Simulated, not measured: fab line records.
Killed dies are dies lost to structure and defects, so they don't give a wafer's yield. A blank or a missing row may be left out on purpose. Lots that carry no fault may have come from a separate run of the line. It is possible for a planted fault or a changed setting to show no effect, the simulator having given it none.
2 desks looking at one fault ; flow sfq_line ; what lay behind the numbers comes last; until then each desk has only its own

== THE METROLOGY DESK ==
What the gauges read for every lot (on any tool): the sampled wafers with a number, averaged. A lot is out of limits, marked OUT, if its mean lies more than 4 standard deviations from the usual mean; the brackets give that distance.
Columns: A = M0_OVL at SFQ_M0_OVL_MEAS_906, usual -3 nm; B = I1_BOW at SFQ_I1_BOW_MEAS_912, usual 1 um
lot;first seen here;A;B
L658;day 13 00:02;-9;3
L659;day 13 06:02;-2;8
L660;day 14 04:02;-7;4
L662;day 15 02:58;-5;5
L663;day 15 12:33;-2;6
L666;day 16 07:45;-9;-10
L667;day 16 15:25;-10;3
L670;day 17 17:56;-3;-13
L672;day 18 05:56;-5;7
L673;day 18 07:07;1;5
L674;day 18 20:27;-4;4
L675;day 19 06:03;3;7
L678;day 21 09:49;-2;4
L679;day 21 21:50;-1;-9
This desk's finding: nothing out of limits on any of the 14 lots.

== FOR THE TOOL OWNER'S DESK: cmp-01 ==
The tool's own readings at SFQ_TRILAYER_I1_CMP_CMP_046 (polishes SiO2): means of the sampled wafers that have a number, for each lot that ran on this tool. A lot is out of limits, marked OUT, if its mean lies more than 4 standard deviations from the usual mean; the brackets give that distance.
Columns: A = motor_current_A at SFQ_TRILAYER_I1_CMP_CMP_046, usual 10.5 A; B = time_to_endpoint_s at SFQ_TRILAYER_I1_CMP_CMP_046, usual 219 s
lot;first seen here;A;B
L662;day 21 19:28;9.4;219
L667;day 23 18:37;9.5;218
L673;day 32 01:43;9.9;217
L674;day 32 16:10;9.8;260 (+4.3) OUT
L675;day 33 05:10;9.6;240
Finding of this desk: L674 out of limits; the first was L674 at day 32 16:10, on time_to_endpoint_s at SFQ_TRILAYER_I1_CMP_CMP_046. Within limits: L662, L667, L673, L675.

== PUT TOGETHER ==
On L674, at day 32 16:10, an alarm was possible from the tool owner's desk.
At the metrology desk, nothing out of limits was observed.
The metrology desk holds a record of L674, inside its limits.
Every lot named ran SFQ_TRILAYER_I1_CMP_CMP_046 on cmp-01.

== WHAT THE SIMULATOR HAD PUT IN ==
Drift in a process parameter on cmp-01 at SFQ_TRILAYER_I1_CMP_CMP_046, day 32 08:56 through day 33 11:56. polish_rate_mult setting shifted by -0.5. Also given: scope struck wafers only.
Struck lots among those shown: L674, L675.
Time in hours from fault onset to the first out-of-limits reading at each desk: the tool owner's desk, 7.
